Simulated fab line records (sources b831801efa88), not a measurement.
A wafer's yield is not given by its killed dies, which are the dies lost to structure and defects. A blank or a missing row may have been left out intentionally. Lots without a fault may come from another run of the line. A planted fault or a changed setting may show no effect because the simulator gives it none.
Problem report in the 8D (eight disciplines) form, filled by code :: flow gf180mcu :: the parts of the form that need people (team, actions taken, sign-off) are left out

== 1. WHAT IS WRONG ==
Mean of cathode dc power W at GF_TOP_METAL_SPUTTER_04: 5983.1 W across 9 wafers in 3 lots; on wafers with no fault it is 6500.0 W (standard deviation 1.2). So: -99 or more standard deviations from the usual mean.
The step: material TiN, target thk 25 nm, time 20.8 s.
Seen first at day 29 08:06 on pvd sputter-01, wafer L679.2. The record has a number at this step for 42 wafers belonging to 14 lots. By rule, "out" or "out of limits" means more than 4 standard deviations away from the usual mean. All remaining wafers that have a number are taken as sound.

== 2. WHAT IT IS, AND WHAT IT ISN'T ==
question: which readings at this step
is: cathode dc power W
is not: throttle valve pct

question: which lots
is: L679, L680, L682
is not: L673, L676, L677, L678, L681, L687, L690, L691, L693, L694, L695

question: which wafers of those lots
is: all that have a number
is not: -

question: read on which tools
is: pvd sputter-01
is not: pvd sputter-02, pvd sputter-03

question: when
is: from day 29 08:06
is not: up to then (12 sound wafers); but 21 sound wafers of L681, L687, L690, L691, L693, L694, L695 came after

== 3. SUSPECTS, AND WHAT RULES EACH OUT ==
Counting: a tool stays on the suspect list if, at a process step up to the reading, it processed all lots that are out and no sound lot following the first of them.
- pvd sputter-01 at GF_TOP_METAL_SPUTTER_04 (material TiN, target thk 25 nm, time 20.8 s): ruled out as a lasting fault. Following L679 (day 29 08:06), the first lot on it that is out, the sound lots L694 were run on it.
Left after counting: nothing in the record.

== 4. THE CAUSE (what the simulator had put in) ==
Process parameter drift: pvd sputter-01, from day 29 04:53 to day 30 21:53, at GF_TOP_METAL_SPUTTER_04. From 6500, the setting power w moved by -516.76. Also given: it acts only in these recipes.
Counting ruled it out, wrongly.

== 5. THE CHAIN OF EFFECTS, in route order ==
Each row: a reading whose mean over the struck wafers that have a number lies more than 3 standard deviations from the usual. Readings are gone through only where the record gives a usual standard deviation; hours: the median, over the lots, of the time from a lot's start at the first step in this table giving one to that lot's start at this step; sigmas: the change measured in usual standard deviations.
hours: 0
step: GF_TOP_METAL_SPUTTER_04
reading: cathode dc power W
usual: 6500.0 W
on struck wafers: 5983.1
change: -516.9
sigmas: -99 or more
Its process steps:
- GF_TOP_METAL_SPUTTER_04: material TiN, target thk 25 nm, time 20.8 s.

== 6. HOW IT WOULD HAVE BEEN CAUGHT EARLIER ==
3 hours passed between the start of the fault at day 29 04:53 and the first reading out of limits in this record, taken at day 29 08:06.
